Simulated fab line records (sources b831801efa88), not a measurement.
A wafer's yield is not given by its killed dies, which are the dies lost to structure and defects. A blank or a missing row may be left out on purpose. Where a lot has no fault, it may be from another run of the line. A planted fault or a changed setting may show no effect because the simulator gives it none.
One fault seen from 2 desks + flow sky130 + numbers are kept per desk, each desk with only its own; the story behind them comes last

## THE METROLOGY DESK
What the gauges read, lot by lot, whatever tool the lot ran on: means of the sampled wafers that have a number. The brackets show how far a lot's mean lies from the usual mean; more than 4 standard deviations puts the lot out of limits, marked OUT.
Columns: A = METAL1_ALCU_RS at SKY_METAL1_RS_MEAS_05, usual 0.1265 ohm/sq; B = METAL1_OVL at SKY_METAL1_OVL_MEAS_16, usual 2 nm
| lot  | first seen here | A      | B  |
|------|-----------------|--------|----|
| L645 | day 31 20:01    | 0.1248 | 3  |
| L647 | day 32 09:53    | 0.1272 | 1  |
| L648 | day 32 13:29    | 0.1288 | 2  |
| L650 | day 33 16:58    | 0.1297 | 8  |
| L651 | day 34 03:20    | 0.1238 | 6  |
| L652 | day 34 11:31    | 0.1236 | 1  |
| L654 | day 35 10:25    | 0.1284 | 10 |
| L656 | day 35 16:39    | 0.1259 | 4  |
| L657 | day 35 20:29    | 0.1253 | 8  |
| L658 | day 35 21:29    | 0.1253 | -6 |
| L663 | day 37 13:11    | 0.1261 | 1  |
| L665 | day 37 19:34    | 0.1277 | 0  |
| L667 | day 38 11:22    | 0.1267 | 5  |
| L668 | day 38 21:05    | 0.1287 | -3 |
This desk's verdict: no lot among the 14 shows anything out of limits.

## FOR THE TOOL OWNER'S DESK: rie_diel-02
The tool's own readings at SKY_VIA2_ETCH_14 (etches BARC in N2/H2, stops on SiO2, time 45.9 s, target depth 60 nm): means of the sampled wafers that have a number, for each lot that ran on this tool. The brackets show how far a lot's mean lies from the usual mean; more than 4 standard deviations puts the lot out of limits, marked OUT.
Columns: A = drypump_motor_current_A at SKY_VIA2_ETCH_14, usual 5.8 A; B = oes_product_au at SKY_VIA2_ETCH_14, usual 0.854 a.u.; C = run_length_s at SKY_VIA2_ETCH_14, usual 73.9 s; D = throttle_valve_pct at SKY_VIA2_ETCH_14, usual 13.224 %
| lot  | first seen here | A   | B               | C               | D      |
|------|-----------------|-----|-----------------|-----------------|--------|
| L647 | day 37 01:58    | 5.9 | 0.857           | 73.7            | 13.223 |
| L654 | day 39 21:49    | 6.3 | 0.852           | 73.7            | 13.223 |
| L656 | day 40 07:01    | 6.0 | 0.937 (+17) OUT | 69.4 (-9.7) OUT | 13.226 |
| L657 | day 40 08:37    | 5.9 | 0.939 (+18) OUT | 69.4 (-9.9) OUT | 13.235 |
This desk's verdict: out of limits on L656, L657, starting with L656 at day 40 07:01 (oes_product_au at SKY_VIA2_ETCH_14). In limits: L647, L654.

## TAKEN TOGETHER
The tool owner's desk had the chance to raise an alarm at day 40 07:01 on L656, L657.
At the metrology desk, nothing out of limits was observed.
The metrology desk holds a record of L656, L657, inside its limits.
SKY_VIA2_ETCH_14 was run on rie_diel-02 by each of the lots named.

## WHAT THE SIMULATOR HAD INSERTED
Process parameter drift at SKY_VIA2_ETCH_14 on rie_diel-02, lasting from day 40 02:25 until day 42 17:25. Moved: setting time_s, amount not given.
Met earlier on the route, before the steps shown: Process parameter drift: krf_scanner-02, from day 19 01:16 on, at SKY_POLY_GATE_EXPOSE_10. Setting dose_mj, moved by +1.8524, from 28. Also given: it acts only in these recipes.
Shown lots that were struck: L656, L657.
Time in hours from fault onset to the first out-of-limits reading at each desk: the tool owner's desk, 5.
